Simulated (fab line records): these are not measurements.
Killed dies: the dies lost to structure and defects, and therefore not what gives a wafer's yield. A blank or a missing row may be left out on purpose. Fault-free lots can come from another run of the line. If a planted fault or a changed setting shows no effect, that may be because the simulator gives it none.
fab line records ; flow gf180mcu ; part 2 of 2: steps 31 to 40 of 40
record: lots: 5; wafers: 15; last-day: 34
route steps=602 shown V3@439 M4@456 V4@476
lots with no fault: from the same line, run without faults
start-h: the number of hours between the record's first day and the start of the first shown wafer of the lot ; wait-h: how many hours have passed since the lot's step before this one ; " the same as in the row above ; L1.1+2: several wafers, shown together as one row ; - value missing, or start not given ; * or withheld: withheld ; < > ~ a bound
route shown NAME@n: names a module that has steps shown in the file, with the first one's number in the route ; usual: mean/standard deviation taken from wafers without a fault ; same: alike in all rows ; chamber/n: place in a boat ; sites: per-site readings ; _std_site: how widely they spread, as a standard deviation ; _edge_site: mean of outer sites minus mean of inner sites ; radius-mm: how far each site lies from the wafer's centre ; mask NAME#n: copy n ; behind: the last tool/chamber to shape the wafer ; hold: reason for holding the lot/hours on hold/outcome of the hold ; device: transistor that didn't switch, given as n, p or np ; end of line: the tests these same wafers got at the end of their route ; for a step that has no rows: nothing shown but its recipe ; killed: the dies lost at the first sort to structure and to defects; this is not the yield of the wafer ; map: dies across one wafer; x = killed, . = not, _ = none there
set.NAME: setting as actually run; set.NAME@STEP: the setting as run at that earlier step ; model.NAME: the simulator's own value behind a step, which no gauge read
certain route steps with their lots: each step a table, each wafer a row
services: a tool's chamber out of use, with start hour (start-h, from the record's first day; less than 0 if before it), hours out, and reason
== steps ==
step: GF_M4_DEVELOP_13
recipe: develop-time-s: 60; dev-temp-c: 21
lot.wafer;tool;chamber;start-h;wait-h
L074.4+5+6;litho-track-04;0;557.84;0.1
L081.4+5+6;litho-track-02;0;613.89;0.1
L084.1+4+6;litho-track-02;0;636.57;0.2
L092.3+5+6;litho-track-02;0;691.62;0.1
L096.1+4+6;litho-track-02;0;717.12;0.2
step: GF_M4_CD_MEAS_14
recipe: target-cd-nm: 280
usual: cd-nm: 279.8/1.3
lot.wafer;tool;chamber;start-h;wait-h;cd-nm
L074.4;cd-sem-01;-;557.98;0.1;281.5
L074.5;cd-sem-01;-;557.98;0.1;279.7
L074.6;cd-sem-01;-;557.98;0.1;280.9
L081.4;cd-sem-01;-;614.03;0.1;279.3
L081.5;cd-sem-01;-;614.03;0.1;280.0
L081.6;cd-sem-01;-;614.03;0.1;278.5
L084.1;cd-sem-01;-;636.72;0.1;278.9
L084.4;cd-sem-01;-;636.72;0.1;278.1
L084.6;cd-sem-01;-;636.72;0.1;279.6
L092.3;cd-sem-02;-;691.76;0.1;277.6
L092.5;cd-sem-02;-;691.76;0.1;276.3
L092.6;cd-sem-02;-;691.76;0.1;277.9
L096.1;cd-sem-02;-;717.27;0.1;281.1
L096.4;cd-sem-02;-;717.27;0.1;279.8
L096.6;cd-sem-02;-;717.27;0.1;281.2
step: GF_M4_OVL_MEAS_15
usual: M4_OVL: 2/6.2
lot.wafer;tool;chamber;start-h;wait-h;M4_OVL[nm]
L074.4;overlay-02;-;558.05;0.1;-8
L074.5;overlay-02;-;558.05;0.1;-4
L074.6;overlay-02;-;558.05;0.1;-1
L081.4;overlay-02;-;614.10;0.1;9
L081.5;overlay-02;-;614.10;0.1;-3
L081.6;overlay-02;-;614.10;0.1;3
L084.1;overlay-02;-;636.84;0.1;5
L084.4;overlay-02;-;636.84;0.1;5
L084.6;overlay-02;-;636.84;0.1;-5
L092.3;overlay-01;-;691.85;0.1;0
L092.5;overlay-01;-;691.85;0.1;3
L092.6;overlay-01;-;691.85;0.1;6
L096.1;overlay-02;-;717.39;0.1;7
L096.4;overlay-02;-;717.39;0.1;4
L096.6;overlay-02;-;717.39;0.1;10
step: GF_M4_METAL_ETCH_16
recipe: chemistry: Cl2/BCl3; mask-material: KrF; target-depth-nm: 627.5; stop-on: SiO2; pressure-mtorr: 8; icp-w: 800; bias-w: 140; Cl2_flow_sccm: 80; bcl3-flow-sccm: 40; time-s: 104.6
usual: drypump-motor-current-A: 6.0/0.41; mfc-cl2-sccm: 80.01/0.24; oes-product-au: 0.973/0.006; throttle-valve-pct: 28.248/0.011
lot.wafer;tool;chamber;start-h;wait-h;drypump-motor-current-A;mfc-cl2-sccm;oes-product-au;rf-hours-counter-h;throttle-valve-pct
L074.4;rie-metal-03;1;558.11;0.0;6.1;79.76;0.967;-;28.242
L074.5;rie-metal-03;0;558.11;0.0;5.8;80.30;0.972;-;28.259
L074.6;rie-metal-03;1;558.11;0.0;6.1;79.85;0.976;-;28.251
L081.4;rie-metal-02;1;614.16;0.0;5.1;80.22;0.981;-;28.250
L081.5;rie-metal-02;0;614.16;0.0;6.5;79.99;0.977;-;28.245
L081.6;rie-metal-02;1;614.16;0.0;5.1;80.68;0.960;-;28.242
L084.1;rie-metal-03;0;636.87;0.0;5.8;80.34;0.985;1;28.230
L084.4;rie-metal-03;1;636.87;0.0;6.2;79.91;0.968;-;28.256
L084.6;rie-metal-03;0;636.87;0.0;5.8;80.24;0.986;-;28.234
L092.3;rie-metal-04;0;691.91;0.1;6.0;80.45;0.973;-;28.246
L092.5;rie-metal-04;0;691.91;0.1;6.0;80.13;0.976;-;28.253
L092.6;rie-metal-04;1;691.91;0.1;6.5;80.11;0.963;-;28.255
L096.1;rie-metal-03;0;717.42;0.0;5.8;79.83;0.974;4;28.244
L096.4;rie-metal-03;0;717.42;0.0;5.8;80.22;0.981;-;28.241
L096.6;rie-metal-03;0;717.42;0.0;5.8;79.99;0.974;-;28.235
step: GF_M4_STRIP_17
recipe: chemistry: O2/N2; power-w: 1400; pressure-mtorr: 1500; platen-temp-c: 250; o2-flow-sccm: 3000; n2-flow-sccm: 300; overash-fraction: 0.5
usual: drypump-motor-current-A: 5.6/0.35; heater-power-w: 340/33; oes-product-au: 0.557/0.0047; strip-time-to-endpoint-s: 7.85/0.038
lot.wafer;tool;chamber;start-h;wait-h;drypump-motor-current-A;heater-power-w;oes-product-au;rf-hours-counter-h;strip-time-to-endpoint-s
L074.4;plasma-asher-02;1;558.22;0.1;6.2;369;0.557;-;7.83
L074.5;plasma-asher-02;0;558.22;0.1;5.3;333;0.556;-;7.80
L074.6;plasma-asher-02;1;558.22;0.1;6.2;367;0.556;-;7.86
L081.4;plasma-asher-01;0;614.27;0.1;5.6;387;0.553;-;7.89
L081.5;plasma-asher-01;1;614.27;0.1;5.2;329;0.564;-;7.93
L081.6;plasma-asher-01;0;614.27;0.1;5.6;381;0.566;-;7.92
L084.1;plasma-asher-02;0;636.98;0.1;5.2;326;0.552;22;7.84
L084.4;plasma-asher-02;0;636.98;0.1;5.2;343;0.554;-;7.84
L084.6;plasma-asher-02;1;636.98;0.1;6.2;379;0.554;-;7.81
L092.3;plasma-asher-01;1;692.02;0.1;5.3;329;0.560;-;7.80
L092.5;plasma-asher-01;1;692.02;0.1;5.3;336;0.547;-;7.82
L092.6;plasma-asher-01;0;692.02;0.1;5.6;378;0.560;-;7.81
L096.1;plasma-asher-01;0;717.65;0.2;5.6;382;0.559;112;7.86
L096.4;plasma-asher-01;1;717.65;0.2;5.3;332;0.555;-;7.90
L096.6;plasma-asher-01;1;717.65;0.2;5.3;322;0.557;-;7.87
step: GF_M4_STRIP_18
recipe: chemistry: post-etch-residue-remover; time-s: 1200; temp-c: 72.5
lot.wafer;tool;chamber;start-h;wait-h
L074.4+5+6;wet-bench-01;0;558.29;0.0
L081.4+5+6;wet-bench-03;0;614.33;0.0
L084.1+4+6;wet-bench-03;2;637.08;0.1
L092.3+5+6;wet-bench-01;1;692.08;0.0
L096.1+4+6;wet-bench-02;3;717.75;0.1
step: GF_M4_CLEAN_19
recipe: chemistry: DIW; dry: n2-spin
lot.wafer;tool;chamber;start-h;wait-h
L074.4+5+6;wet-bench-02;1;558.63;0.0
L081.4+5+6;wet-bench-02;0;614.68;0.0
L084.1+4+6;wet-bench-01;0;637.43;0.0
L092.3+5+6;wet-bench-02;1;692.46;0.0
L096.1+4+6;wet-bench-03;2;718.09;0.0
step: GF_V4_CVD_00
recipe: material: SiO2; target-thk-nm: 600; sigma-open-frac: 0.3; temp-c: 400; time-s: 100; sih4-flow-sccm: 60; pressure-mtorr: 6
usual: pressure-mtorr: 5.999/0.013
lot.wafer;tool;chamber;start-h;wait-h;pressure-mtorr
L074.4;hdpcvd-01;2;558.76;0.0;6.004
L074.5;hdpcvd-01;0;558.76;0.0;5.990
L074.6;hdpcvd-01;1;558.76;0.0;5.989
L081.4;hdpcvd-02;0;614.80;0.0;6.005
L081.5;hdpcvd-02;2;614.80;0.0;6.011
L081.6;hdpcvd-02;1;614.80;0.0;5.986
L084.1;hdpcvd-02;1;637.53;0.0;6.003
L084.4;hdpcvd-02;1;637.53;0.0;6.011
L084.6;hdpcvd-02;2;637.53;0.0;5.991
L092.3;hdpcvd-02;1;692.55;0.0;6.008
L092.5;hdpcvd-02;1;692.55;0.0;5.995
L092.6;hdpcvd-02;2;692.55;0.0;5.990
L096.1;hdpcvd-01;1;718.18;0.0;5.970
L096.4;hdpcvd-01;1;718.18;0.0;5.990
L096.6;hdpcvd-01;0;718.18;0.0;6.012
step: GF_V4_THK_MEAS_01
recipe: reads: SiO2_of_V4_CVD_00
usual: V4_CVD_00_THK: 598/4.8
lot.wafer;tool;chamber;start-h;wait-h;V4_CVD_00_THK[nm]
L074.4;film-metro-02;-;558.83;0.0;595
L074.5;film-metro-02;-;558.83;0.0;597
L074.6;film-metro-02;-;558.83;0.0;592
L081.4;film-metro-01;-;614.87;0.0;603
L081.5;film-metro-01;-;614.87;0.0;600
L081.6;film-metro-01;-;614.87;0.0;600
L084.1;film-metro-04;-;637.60;0.0;593
L084.4;film-metro-04;-;637.60;0.0;602
L084.6;film-metro-04;-;637.60;0.0;596
L092.3;film-metro-01;-;692.64;0.1;604
L092.5;film-metro-01;-;692.64;0.1;606
L092.6;film-metro-01;-;692.64;0.1;602
L096.1;film-metro-01;-;718.25;0.0;600
L096.4;film-metro-01;-;718.25;0.0;604
L096.6;film-metro-01;-;718.25;0.0;599
step: GF_V4_CVD_02
recipe: material: SiO2; target-thk-nm: 850; precursor: TEOS; temp-c: 400; time-s: 94.851; rf-w: 600
usual: heater-power-w: 624/63
lot.wafer;tool;chamber;start-h;wait-h;heater-power-w
L074.4;pecvd-02;2;558.89;0.1;512
L074.5;pecvd-02;0;558.89;0.1;602
L074.6;pecvd-02;1;558.89;0.1;650
L081.4;pecvd-04;1;614.93;0.1;666
L081.5;pecvd-04;0;614.93;0.1;633
L081.6;pecvd-04;2;614.93;0.1;671
L084.1;pecvd-04;0;637.66;0.1;507
L084.4;pecvd-04;1;637.66;0.1;654
L084.6;pecvd-04;2;637.66;0.1;653
L092.3;pecvd-04;2;692.68;0.0;708
L092.5;pecvd-04;0;692.68;0.0;509
L092.6;pecvd-04;2;692.68;0.0;547
L096.1;pecvd-04;0;718.31;0.1;641
L096.4;pecvd-04;1;718.31;0.1;537
L096.6;pecvd-04;2;718.31;0.1;562
== services ==
tool;chamber;start-h;hours;kind
pecvd-04;-;506.00;2.3;repair
cmp-02;-;509.85;4.0;repair
krf-scanner-01;-;527.33;0.8;pm
cmp-02;-;529.91;1.9;repair
krf-scanner-02;-;531.56;4.4;pm
pecvd-04;-;535.92;0.3;repair
krf-scanner-01;-;539.33;1.3;pm
krf-scanner-01;-;540.88;5.7;repair
rie-diel-03;-;543.05;2.8;pm
krf-scanner-01;-;575.60;1.0;pm
rie-diel-01;3;577.67;10.8;repair
krf-scanner-01;-;591.30;4.0;pm
plasma-asher-02;-;599.40;2.8;pm
wet-bench-01;-;600.37;31.3;pm
cmp-02;-;601.98;4.0;pm
krf-scanner-02;-;603.59;1.0;pm
pvd-sputter-03;-;608.42;0.7;repair
krf-scanner-01;-;641.08;3.6;pm
pvd-sputter-02;-;671.14;1.7;repair
rie-diel-01;1;683.52;4.8;repair
pvd-sputter-02;-;683.69;3.1;repair
krf-scanner-01;-;696.13;0.8;pm
pvd-sputter-03;-;703.27;6.2;repair
krf-scanner-01;-;715.23;1.3;pm
